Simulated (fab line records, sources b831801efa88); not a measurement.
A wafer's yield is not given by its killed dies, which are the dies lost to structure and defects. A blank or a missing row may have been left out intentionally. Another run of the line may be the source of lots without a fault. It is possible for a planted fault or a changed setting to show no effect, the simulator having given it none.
fab line records	flow sky130
[record] lots = 5	wafers = 15	last_day = 49
route steps=708 shown VT_ADJUST_HVTP@89 VT_ADJUST_LVTN@97 PAD_OPEN@708
lots that met no fault: taken from a fault-free run of the same line
start_h: hours from the record's first day to the start of the lot's first wafer shown	wait_h: how many hours have passed since the lot's step before this one	" as in the row above	L1.1+2: a row that stands for several wafers	- no value, or no start given	* or withheld: withheld	< > ~ a bound
route shown NAME@n: a module of which the file shows steps, and the number in the route of the first	usual: the fault-free wafers' mean and standard deviation	same: alike in all rows	chamber/n: place in a boat	sites: per-site readings	_std_site: the values' standard deviation	_edge_site: mean of outer sites minus mean of inner sites	radius_mm: for every site, how far away it sits from the centre of the wafer	mask NAME#n: copy n	behind: tool/chamber where the wafer was last shaped	hold: why the lot was held/for how many hours/how that ended	device: the n, p or np transistor that did not switch	end of line: the tests these same wafers got at the end of their route	a step given without rows: its recipe and nothing more	killed: count of dies lost to structure and defects at first sort (not the wafer's yield)	map: a wafer's dies, x killed, . not, _ none there
set.NAME: the setting as run; set.NAME@STEP: as run at that earlier step	model.NAME: the simulator's own value behind a step, which no gauge read
lots at selected steps of the route; one table per step, one row per wafer
services: the hour from which a tool's chamber was out of use, counted from the record's first day as start_h (under 0 if before that day), plus the number of hours and why
[[steps]]
[step SKY_VT_ADJUST_HVTP_EXPOSE_04]
[recipe] mask_id = HVTPM	na = 0.6	source_shape = conventional	sigma_outer = 0.6	polarization = unpolarized	target_cd_nm = 380	dose_mj = 140
[step SKY_VT_ADJUST_HVTP_PEB_05]
[recipe] temp_c = withheld	time_s = *	resist = NOVOLAK
[step SKY_VT_ADJUST_HVTP_DEVELOP_06]
[recipe] resist = NOVOLAK	developer = TMAH	develop_time_s = 60	dev_temp_c = 23
[step SKY_VT_ADJUST_HVTP_CD_MEAS_07]
[recipe] target_cd_nm = 380
[usual] cd_nm = 379.8/2.3
lot.wafer	tool	chamber	start_h	wait_h	cd_nm
L918.2	cd_sem-02	-	156.05	0.1	374.6
L918.4	"	-	"	"	377.5
L918.5	"	-	"	"	375.3
L919.1	cd_sem-02	-	158.49	0.1	377.3
L919.2	"	-	"	"	377.9
L919.4	"	-	"	"	378.0
L924.2	cd_sem-02	-	190.36	0.1	378.8
L924.3	"	-	"	"	379.1
L924.5	"	-	"	"	377.9
L925.2	cd_sem-01	-	198.16	0.1	377.8
L925.3	"	-	"	"	381.7
L925.6	"	-	"	"	377.5
L928.1	cd_sem-01	-	219.02	0.1	379.8
L928.2	"	-	"	"	379.8
L928.6	"	-	"	"	378.8
[step SKY_VT_ADJUST_HVTP_OVL_MEAS_08]
[usual] VT_ADJUST_HVTP_OVL = -0.5/1.3
lot.wafer	tool	chamber	start_h	wait_h	VT_ADJUST_HVTP_OVL[nm]
L918.2	overlay-01	-	156.16	0.1	0.4
L918.4	"	-	"	"	-0.5
L918.5	"	-	"	"	0.6
L919.1	overlay-02	-	158.61	0.1	-0.6
L919.2	"	-	"	"	-0.5
L919.4	"	-	"	"	-2.1
L924.2	overlay-02	-	190.46	0.1	-1.8
L924.3	"	-	"	"	-3.3
L924.5	"	-	"	"	-1.9
L925.2	overlay-02	-	198.26	0.1	2.2
L925.3	"	-	"	"	0.9
L925.6	"	-	"	"	2.1
L928.1	overlay-02	-	219.14	0.1	0.0
L928.2	"	-	"	"	0.2
L928.6	"	-	"	"	-0.6
[step SKY_VT_ADJUST_HVTP_IMPLANT_09]
[recipe] species = As	energy_kev = 150	dose_cm2 = 4.3e+12	tilt_deg = withheld
[step SKY_VT_ADJUST_HVTP_STRIP_10]
[recipe] chemistry = O2/N2	power_w = 1400	pressure_mtorr = 1500	platen_temp_c = withheld	o2_flow_sccm = 3000	n2_flow_sccm = 300	overash_fraction = 0.5
[usual] drypump_motor_current_A = 6.0/0.41	oes_product_au = 0.716/0.0046	strip_time_to_endpoint_s = 14.19/0.04
lot.wafer	tool	chamber	start_h	wait_h	drypump_motor_current_A	oes_product_au	rf_hours_counter_h	strip_time_to_endpoint_s
L918.2	plasma_asher-04	1	156.34	0.1	6.0	0.711	50	14.23
L918.4	"	0	"	"	6.4	0.716	-	14.12
L918.5	"	0	"	"	6.4	0.717	-	14.19
L919.1	plasma_asher-01	1	158.79	0.1	6.4	0.719	34	14.21
L919.2	"	0	"	"	5.3	0.717	34	14.19
L919.4	"	0	"	"	5.3	0.721	-	14.24
L924.2	plasma_asher-03	1	190.64	0.1	6.1	0.702	38	14.27
L924.3	"	1	"	"	6.1	0.718	-	14.25
L924.5	"	0	"	"	6.0	0.712	-	14.23
L925.2	plasma_asher-03	0	198.44	0.1	6.1	0.717	39	14.21
L925.3	"	1	"	"	6.1	0.721	-	14.18
L925.6	"	0	"	"	6.0	0.711	-	14.19
L928.1	plasma_asher-01	1	219.33	0.1	6.4	0.715	39	14.20
L928.2	"	0	"	"	5.3	0.722	39	14.22
L928.6	"	1	"	"	6.4	0.715	-	14.21
[step SKY_VT_ADJUST_HVTP_TW_MEAS_11]
[usual] VT_ADJUST_HVTP_TW = 1354/18
lot.wafer	tool	chamber	start_h	wait_h	VT_ADJUST_HVTP_TW
L918.2	film_metro-04	-	156.45	0.1	1370
L918.4	"	-	"	"	1368
L918.5	"	-	"	"	1368
L919.1	film_metro-04	-	158.89	0.1	1372
L919.2	"	-	"	"	1367
L919.4	"	-	"	"	1372
L924.2	film_metro-02	-	190.75	0.1	1359
L924.3	"	-	"	"	1338
L924.5	"	-	"	"	1351
L925.2	film_metro-04	-	198.55	0.1	1378
L925.3	"	-	"	"	1371
L925.6	"	-	"	"	1363
L928.1	film_metro-02	-	219.43	0.1	1354
L928.2	"	-	"	"	1348
L928.6	"	-	"	"	1350
[step SKY_VT_ADJUST_LVTN_DEHYDRATE_00]
[recipe] temp_c = 200	time_s = 60
[step SKY_VT_ADJUST_LVTN_HMDS_01]
[recipe] prime_time_s = 60	prime_temp_c = 120
[step SKY_VT_ADJUST_LVTN_COAT_02]
[recipe] spin_rpm = 2000	resist_thk_nm = 3000
[step SKY_VT_ADJUST_LVTN_SOFTBAKE_03]
[recipe] temp_c = 110	time_s = withheld
[step SKY_VT_ADJUST_LVTN_EXPOSE_04]
[recipe] mask_id = NWM_COMPLEMENT_LESS_NATIVE	na = 0.6	source_shape = conventional	sigma_outer = 0.6	polarization = unpolarized	target_cd_nm = 840	dose_mj = 194
lot.wafer	tool	chamber	start_h	wait_h	mask
L918.2+4+5	iline_stepper-01	0	167.08	-	NWM_COMPLEMENT_LESS_NATIVE#0
L919.1+2+4	iline_stepper-02	0	169.94	-	NWM_COMPLEMENT_LESS_NATIVE#0
L924.2+3+5	iline_stepper-01	0	202.15	-	HVTPM#0
L925.2+3+6	iline_stepper-02	0	209.93	-	NWM_COMPLEMENT_LESS_NATIVE#0
L928.1+2+6	iline_stepper-02	0	231.23	-	NWM_COMPLEMENT_LESS_NATIVE#0
[step SKY_VT_ADJUST_LVTN_PEB_05]
[recipe] temp_c = 115	time_s = withheld
[step SKY_VT_ADJUST_LVTN_DEVELOP_06]
[recipe] wall_angle_deg = 90	developer = TMAH	develop_time_s = 60	dev_temp_c = 23
[step SKY_VT_ADJUST_LVTN_OVL_MEAS_07]
[usual] VT_ADJUST_LVTN_OVL = -0.3/1.5
lot.wafer	tool	chamber	start_h	wait_h	VT_ADJUST_LVTN_OVL[nm]
L918.2	overlay-02	-	177.58	-	-1.7
L918.4	"	-	"	"	0.8
L918.5	"	-	"	"	-0.3
L919.1	overlay-01	-	180.12	-	0.7
L919.2	"	-	"	"	0.2
L919.4	"	-	"	"	0.9
L924.2	overlay-02	-	213.37	-	-
L924.3	"	-	"	"	-
L924.5	"	-	"	"	-
L925.2	overlay-01	-	222.14	-	-0.7
L925.3	"	-	"	"	-1.1
L925.6	"	-	"	"	-2.3
L928.1	overlay-02	-	243.12	-	0.2
L928.2	"	-	"	"	0.1
L928.6	"	-	"	"	0.2
[step SKY_VT_ADJUST_LVTN_IMPLANT_08]
[recipe] species = B	energy_kev = 30	dose_cm2 = 1.57e+12	tilt_deg = withheld
[step SKY_VT_ADJUST_LVTN_STRIP_09]
[recipe] chemistry = O2/N2	power_w = 1400	pressure_mtorr = 1500	platen_temp_c = withheld	o2_flow_sccm = 3000	n2_flow_sccm = 300	overash_fraction = 0.5
[usual] drypump_motor_current_A = 5.9/0.45	oes_product_au = 0.723/0.0041	strip_time_to_endpoint_s = 36.91/0.097
lot.wafer	tool	chamber	start_h	wait_h	drypump_motor_current_A	oes_product_au	rf_hours_counter_h	strip_time_to_endpoint_s
L918.2	plasma_asher-04	1	177.76	0.1	6.0	0.718	52	36.84
L918.4	"	0	"	"	6.4	0.722	-	36.92
L918.5	"	1	"	"	6.0	0.719	-	36.88
L919.1	plasma_asher-04	0	180.31	0.1	6.3	0.717	53	36.81
L919.2	"	1	"	"	6.0	0.724	53	36.86
L919.4	"	1	"	"	6.0	0.720	-	36.83
L924.2	plasma_asher-02	0	213.55	0.1	5.2	0.722	11	36.85
L924.3	"	1	"	"	5.2	0.720	-	36.77
L924.5	"	0	"	"	5.2	0.715	-	36.87
L925.2	plasma_asher-04	1	222.32	0.1	6.0	0.722	57	36.93
L925.3	"	0	"	"	6.4	0.728	-	36.82
L925.6	"	0	"	"	6.4	0.730	-	36.93
L928.1	plasma_asher-02	0	243.31	0.1	5.2	0.722	13	36.88
L928.2	"	1	"	"	5.2	0.725	13	36.93
L928.6	"	0	"	"	5.2	0.727	-	36.93
[step SKY_VT_ADJUST_LVTN_TW_MEAS_10]
[usual] VT_ADJUST_LVTN_TW = 241.8/2.1
lot.wafer	tool	chamber	start_h	wait_h	VT_ADJUST_LVTN_TW
L918.2	film_metro-03	-	177.87	0.1	244.2
L918.4	"	-	"	"	243.4
L918.5	"	-	"	"	243.4
L919.1	film_metro-02	-	180.41	0.1	239.8
L919.2	"	-	"	"	240.5
L919.4	"	-	"	"	240.6
L924.2	film_metro-02	-	213.66	0.1	29.8
L924.3	"	-	"	"	30.0
L924.5	"	-	"	"	29.7
L925.2	film_metro-02	-	222.43	0.1	241.4
L925.3	"	-	"	"	239.7
L925.6	"	-	"	"	240.6
L928.1	film_metro-02	-	243.41	0.1	239.5
L928.2	"	-	"	"	239.9
L928.6	"	-	"	"	238.8
[step SKY_VT_ADJUST_LVTN_DEHYDRATE_11]
[recipe] temp_c = 200	time_s = 60
[step SKY_PAD_OPEN_PROBE_99]
lot.wafer	tool	chamber	start_h	wait_h	model.etest.tip_p.rs_ohm_sq	model.etest.pfet_01v8.r_on_ohm_um	model.etest.nfet_01v8_lvt.drive_ua_um	model.etest.nfet_01v8.drive_ua_um	model.etest.nfet_01v8_turned.drive_ua_um	model.etest.nfet_01v8_swapped.drive_ua_um	model.etest.pfet_01v8.drive_ua_um	model.etest.pfet_01v8_mvt.drive_ua_um
L918.2	prober-01	-	1131.64	0.1	7038	2875	568.6	498.5	497.6	499.4	193.9	149.6
L918.4	prober-01	-	1131.74	0.2	6955	2893	559.4	488.6	493.2	492.3	191.7	149.8
L918.5	prober-01	-	1131.79	0.2	7004	2859	569.1	488.5	490.6	490.3	195.3	150.3
L919.1	prober-02	-	1133.09	0.1	6959	2924	573	503.1	506.6	499.1	187	146.2
L919.2	prober-02	-	1133.14	0.1	6948	2970	575.9	505.4	510.3	508.9	185.7	146.2
L919.4	prober-02	-	1133.24	0.2	6934	2926	579.9	511.3	510	509.9	189.4	148.9
L924.2	prober-01	-	1155.73	0.1	6328	2801	602	514.7	513.6	515.8	212.9	174.3
L924.3	prober-01	-	1155.78	0.2	6332	2689	617.1	532.7	531	530.1	221.1	179.8
L924.5	prober-01	-	1155.88	0.2	6362	2672	620	534	532.9	530.1	224.5	180.6
L925.2	prober-02	-	1164.53	0.1	6825	2830	605.7	535	537	535.5	194.1	154.4
L925.3	prober-02	-	1164.58	0.2	6819	2903	580.6	512.9	512.3	510.6	190.9	151.4
L925.6	prober-02	-	1164.73	0.2	6855	2874	576.8	510.9	512.4	510.5	193.2	152.7
L928.1	prober-01	-	1178.23	0.1	6844	2977	564.4	491.6	495.2	493.9	188.4	148.6
L928.2	prober-01	-	1178.28	0.1	6828	3008	560.1	491.3	492.9	494.2	185.4	149.2
L928.6	prober-01	-	1178.48	0.2	6848	3013	558.9	493.1	493.8	491.2	184.6	147.2
// killed by level:class
L918.2 VIA1:geometric_particle:open=15 LI_CONTACT:geometric_particle:open=13 CONTACT:geometric_particle:open=11 VIA1:geometric_particle:short=10 METAL1:geometric_particle:short=6 VIA2:geometric_particle:open=6 POLY_GATE:geometric_particle:short=5 CONTACT:geometric_particle:short=4
L918.4 VIA1:geometric_particle:open=16 CONTACT:geometric_particle:open=10 POLY_GATE:geometric_particle:short=6 VIA1:geometric_particle:short=6 VIA3:geometric_particle:short=6 FIELD_ISO:geometric_particle:short=5 POLY_GATE:geometric_particle:open=5 CONTACT:geometric_particle:short=5
L918.5 LI_CONTACT:geometric_particle:open=9 VIA1:geometric_particle:open=8 CONTACT:geometric_particle:open=8 METAL2:geometric_particle:short=7 FIELD_ISO:geometric_particle:short=6 VIA2:geometric_particle:open=6 POLY_GATE:geometric_particle:short=6 FIELD_ISO:geometric_particle:open=5
L919.1 CONTACT:geometric_particle:open=11 VIA2:geometric_particle:open=8 LI_CONTACT:geometric_particle:open=6 METAL2:geometric_particle:short=6 VIA1:geometric_particle:open=5 METAL1:geometric_particle:short=5 FIELD_ISO:geometric_particle:open=4 VIA2:geometric_particle:short=4
L919.2 VIA2:geometric_particle:open=12 VIA3:geometric_particle:open=6 METAL2:geometric_particle:short=6 VIA2:geometric_particle:short=6 CONTACT:geometric_particle:open=5 LI_CONTACT:geometric_particle:open=4 FIELD_ISO:geometric_particle:open=3 POLY_GATE:geometric_particle:open=3
L919.4 CONTACT:geometric_particle:open=9 VIA2:geometric_particle:open=8 LI_CONTACT:geometric_particle:open=5 METAL1:geometric_particle:short=5 VIA2:geometric_particle:short=5 VIA3:geometric_particle:open=5 POLY_GATE:geometric_particle:open=4 LOCAL_INTERCONNECT:geometric_particle:short=4
L925.2 VIA1:geometric_particle:open=13 CONTACT:geometric_particle:open=9 METAL4:geometric_particle:short=7 VIA2:geometric_particle:open=6 METAL3:geometric_particle:short=6 VIA3:geometric_particle:open=5 FIELD_ISO:geometric_particle:open=4 POLY_GATE:geometric_particle:short=4
L925.3 VIA1:geometric_particle:open=13 LI_CONTACT:geometric_particle:open=8 VIA2:geometric_particle:open=8 CONTACT:geometric_particle:open=8 POLY_GATE:geometric_particle:short=6 METAL1:geometric_particle:short=5 VIA1:geometric_particle:short=5 FIELD_ISO:geometric_particle:short=4
L925.6 METAL2:geometric_particle:short=10 VIA3:geometric_particle:open=8 FIELD_ISO:geometric_particle:short=7 LI_CONTACT:geometric_particle:open=7 VIA2:geometric_particle:open=6 VIA1:geometric_particle:open=5 CONTACT:geometric_particle:short=4 CONTACT:geometric_particle:open=4
L928.1 CONTACT:geometric_particle:short=7 VIA3:geometric_particle:open=7 VIA1:geometric_particle:short=6 VIA1:geometric_particle:open=6 CONTACT:geometric_particle:open=6 POLY_GATE:geometric_particle:short=5 POLY_GATE:geometric_particle:open=5 LI_CONTACT:geometric_particle:open=5
L928.2 VIA1:geometric_particle:open=12 METAL2:geometric_particle:short=10 LI_CONTACT:geometric_particle:open=8 CONTACT:geometric_particle:open=7 VIA3:geometric_particle:open=6 FIELD_ISO:geometric_particle:short=5 VIA2:geometric_particle:open=5 SPACER:geometric_particle:short=4
L928.6 VIA1:geometric_particle:open=10 CONTACT:geometric_particle:open=9 VIA2:geometric_particle:open=9 METAL1:geometric_particle:short=7 FIELD_ISO:geometric_particle:open=6 VIA1:geometric_particle:short=5 LOCAL_INTERCONNECT:geometric_particle:short=4 FIELD_ISO:geometric_particle:short=3
[[services]]
tool	chamber	start_h	hours	kind
plasma_asher-04	-	136.42	14.6	pm
iline_stepper-01	0	181.21	-	calibration
plasma_asher-04	-	182.04	1.4	repair
plasma_asher-01	-	188.25	7.5	repair
plasma_asher-04	-	193.02	4.3	repair
plasma_asher-02	-	216.41	1.1	repair
iline_stepper-01	-	232.37	30.8	repair
[[key]]
[first_sign] step = SKY_VT_ADJUST_LVTN_EXPOSE_04	reading = mask	direction = changed
[effect] step = SKY_VT_ADJUST_LVTN_OVL_MEAS_07	reading = VT_ADJUST_LVTN_OVL	direction = missing
[effect] step = SKY_VT_ADJUST_LVTN_TW_MEAS_10	reading = VT_ADJUST_LVTN_TW	direction = down	sigmas = 99+	usual = 241.8	struck = 29.8
[model_effect] step = SKY_PAD_OPEN_PROBE_99	value = etest.tip_p.rs_ohm_sq	without = 6827	struck = 6340
met_at SKY_VT_ADJUST_LVTN_EXPOSE_04
struck_wafers L924.2,L924.3,L924.5
sort_left_out L924.2,L924.3,L924.5
tester_left_out L924
onset_between 167.08 202.15
[fault] kind = wrong_mask	tool = any	chamber = -	onset_h = 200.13	steps = SKY_VT_ADJUST_LVTN_EXPOSE_04	aux_copy = HVTPM#0	scope = struck_lots_only
// tester_left_out: of these lots the tester's yield and bins aren't shown, on N5 and GAA mostly nor the transistor test; their killed dies are dies lost to structure and defects alone, not to doping, threshold or leakage, so they don't give the yield
// sort_left_out: the simulated sort isn't trusted on such a fault, so these wafers' sort isn't shown, and their yield isn't known
